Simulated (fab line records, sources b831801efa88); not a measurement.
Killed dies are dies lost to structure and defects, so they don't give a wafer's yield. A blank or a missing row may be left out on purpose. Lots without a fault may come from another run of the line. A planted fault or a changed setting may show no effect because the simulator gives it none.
A struck lot beside a sound one | flow sky130 | 15 steps out of a route of 708
Sound: wafers L309.1, L309.3, L309.5. Struck: wafer L301.1. (L301.3 of the same lot was not struck and is left out.) The cause comes at the end.
At each step with rows: each side's tool, then ch and its chambers, then its first start. Under that, the readings that differ: sound wafers | struck wafers | difference of the means | sigmas: that difference in standard deviations of wafers without a fault.
alike: readings whose means differ by less than 2 such deviations, and words and numbers that are the same on both sides. not compared: withheld readings, readings that some wafer has no value for, bounds like >300 that may hide the same value, and numbers for which the record gives no deviation and whose values overlap.
The two part at a step that has a row with sigmas, a row that says differs or no value, or rows on one side only. Numbers that don't overlap but have no deviation are shown without sigmas and don't part them. A reading that every wafer of one side lacks parts them only if that side has two wafers or more.

SKY_GATE_OXIDE_OVL_MEAS_10:
  sound on overlay-02, day 21 01:58; struck on overlay-01, day 18 17:58
  alike: GATE_OXIDE_OVL
then, 2 steps without rows for these wafers: SKY_GATE_OXIDE_IMPLANT_11; SKY_GATE_OXIDE_WET_ETCH_12 (etches SiO2 in dHF, target depth 16.8 nm, time 336 s).
SKY_GATE_OXIDE_STRIP_13: strips in O2/N2.
  sound on plasma_asher-04 ch 0,1, day 21 02:15; struck on plasma_asher-04 ch 1, day 18 18:16
  alike: drypump_motor_current_A, oes_product_au, strip_time_to_endpoint_s
  not compared: rf_hours_counter_h
SKY_GATE_OXIDE_TW_MEAS_14:
  sound on film_metro-04, day 21 02:21; struck on film_metro-03, day 18 18:22
  alike: GATE_OXIDE_TW
then, 3 steps without rows for these wafers: SKY_GATE_OXIDE_CLEAN_15 (cleans in SC1/SC2, time 150 s); SKY_GATE_OXIDE_OXIDATION_16 (stabilise 600 s, purge 300 s, target thk 3.57 nm); SKY_POLY_GATE_CVD_00 (deposits poly-Si, target thk 180 nm, time 720 s).
SKY_POLY_GATE_THK_MEAS_01:
  sound on film_metro-01, day 21 05:20; struck on film_metro-02, day 18 21:16
  alike: POLY_GATE_CVD_00_THK
then, 3 steps without rows for these wafers: SKY_RES_PROTECT_DEHYDRATE_00 (time 60 s); SKY_RES_PROTECT_HMDS_01 (prime time 60 s); SKY_RES_PROTECT_COAT_02 (resist thk 1140 nm).
SKY_RES_PROTECT_SOFTBAKE_03: time 60 s.
  sound on litho_track-04 ch 0, day 21 21:00; struck on litho_track-02 ch 0, day 19 12:18
  reading                  | sound             | struck | difference | sigmas
  heater_power_total_W (W) | 56.63 56.61 56.57 | 58.94  | +2.34      | +56
  run_length_s (s)         | 89.13 88.95 88.99 | 82.46  | -6.56      | -55
then, 1 step without rows for these wafers: SKY_RES_PROTECT_EXPOSE_04 (exposes mask RPM, target cd 1270 nm).
-- the record jumps here: 30 days lie between the struck wafers' starts before and after (it left off in module RES_PROTECT and takes up again in module PAD_OPEN, whose first step shown is number 708 of the route) --
SKY_PAD_OPEN_PROBE_99:
  sound on prober-01, day 50 11:05; struck on prober-01, day 49 05:03
  alike: killed_at_M0_to_M3, killed_at_M4_up, killed_at_contacts, killed_at_front_end, killed_at_other, killed_dies, killed_open, killed_short

WHERE THEY PART
Only at SKY_RES_PROTECT_SOFTBAKE_03, within this record. Later steps at which nothing parts them and some readings are alike: SKY_PAD_OPEN_PROBE_99.

WHY: what the simulator had put in
Process parameter drift: litho_track-02, from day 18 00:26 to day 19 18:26, at SKY_RES_PROTECT_SOFTBAKE_03. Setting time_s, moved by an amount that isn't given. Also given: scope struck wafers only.
